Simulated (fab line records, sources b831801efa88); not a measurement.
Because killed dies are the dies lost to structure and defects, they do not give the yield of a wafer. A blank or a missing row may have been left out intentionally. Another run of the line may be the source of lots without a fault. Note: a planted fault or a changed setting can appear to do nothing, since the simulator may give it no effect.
Which tool was responsible? -- flow gf180mcu -- 12 lots with 36 wafers sampled at 2 steps, on a route of 602 steps

== WHAT THE GAUGES SHOWED, per wafer ==
GF_STI_CD_MEAS_12 targets a cd of 220 nm. Usual: cd-nm reads 219.6 nm (standard deviation 1.3).
lot,measured,on,cd-nm (nm),flag
L474,day 2 03:10,cd-sem-01,217.8 219.3 220.1,
L475,day 2 07:53,cd-sem-01,219.5 220.2 220.2,
L480,day 3 08:33,cd-sem-01,227.2 226.7 227.0 227.1 226.8 227.5,OFF
L482,day 3 18:52,cd-sem-01,224.7 225.0 225.2 224.9 225.0 225.5,OFF
L485,day 4 10:11,cd-sem-01,220.3 220.7 220.3,
L489,day 5 06:17,cd-sem-01,219.3 219.1 220.5,
L490,day 5 13:05,cd-sem-02,216.8 217.8 217.7,
L493,day 6 02:49,cd-sem-02,221.7 221.1 220.9,
L494,day 6 08:58,cd-sem-02,219.6 218.3 218.1,
L495,day 6 15:19,cd-sem-02,219.5 219.5 219.8,
L496,day 6 18:44,cd-sem-02,219.3 219.3 219.5,
L497,day 6 23:52,cd-sem-02,222.6 222.1 221.5,

== EACH LOT AND THE TOOL THAT RAN IT (in order: tool; ch and the chambers of the sampled wafers; start) ==
lot,GF_STI_PEB_10
L474,"litho-track-03 ch 0, day 2 02:49"
L475,"litho-track-01 ch 0, day 2 07:32"
L480,"litho-track-01 ch 0, day 3 08:14"
L482,"litho-track-01 ch 0, day 3 18:31"
L485,"litho-track-03 ch 0, day 4 09:51"
L489,"litho-track-04 ch 0, day 5 05:57"
L490,"litho-track-03 ch 0, day 5 12:45"
L493,"litho-track-03 ch 0, day 6 02:28"
L494,"litho-track-01 ch 0, day 6 08:37"
L495,"litho-track-03 ch 0, day 6 14:58"
L496,"litho-track-03 ch 0, day 6 18:24"
L497,"litho-track-01 ch 0, day 6 23:29"
- GF_STI_PEB_10: peb time 90 s.

== WHAT THE TOOLS THEMSELVES READ (means of the sampled wafers that have a number; where no wafer has one, the mark that the record gives instead) ==
GF_STI_PEB_10. Usual: chill-plate-temp-C 23.00 C, standard deviation 0.11; heater-power-total-W 85.69 W, standard deviation 0.08; plate-temp-C 135.00 C, standard deviation 0.14; resist-line-temp-C 23.00 C, standard deviation 0.11.
lot,tool,chill-plate-temp-C (C),heater-power-total-W (W),plate-temp-C (C),resist-line-temp-C (C),flag
L474,litho-track-03,22.99,85.68,135.20,22.88,
L475,litho-track-01,22.91,85.70,135.22,23.07,
L480,litho-track-01,22.82,83.89,132.82,23.00,OFF
L482,litho-track-01,23.15,83.95,132.91,23.02,OFF
L485,litho-track-03,23.02,85.71,135.03,22.87,
L489,litho-track-04,23.04,85.72,134.94,22.88,
L490,litho-track-03,23.08,85.69,135.03,23.10,
L493,litho-track-03,23.01,85.76,134.90,22.98,
L494,litho-track-01,23.02,85.64,134.91,22.93,
L495,litho-track-03,23.00,85.66,134.99,23.09,
L496,litho-track-03,22.91,85.80,135.12,23.05,
L497,litho-track-01,23.03,85.75,135.01,23.12,

== THE ANSWER, worked out from the rows above alone ==
Rule: a lot is off if the mean of its wafers that have a number lies more than 3 standard deviations from the usual mean. Also off: a lot with no number at a reading for which 4 or more lots have one. Where the step has rows for the other lots, those lots are counted as sound. After the gauges, taken in route order, come the tools' own readings; for these a lot's mean is taken, as printed above. At the first step where some lot is off, the reading lying furthest off is the one used; lots without a number count as furthest.
Off, at GF_STI_CD_MEAS_12 on cd-nm: L480, L482.
A tool fits if, at a process step before that reading, it ran every lot that is off, and no sound lot after the first of them. The gauges at GF_STI_CD_MEAS_12 aren't tried: what is off there is off at GF_STI_PEB_10 too, on other tools, and a gauge's error can't cause that. No candidate that was tried fits.

== WHAT THE SIMULATOR HAD INSERTED ==
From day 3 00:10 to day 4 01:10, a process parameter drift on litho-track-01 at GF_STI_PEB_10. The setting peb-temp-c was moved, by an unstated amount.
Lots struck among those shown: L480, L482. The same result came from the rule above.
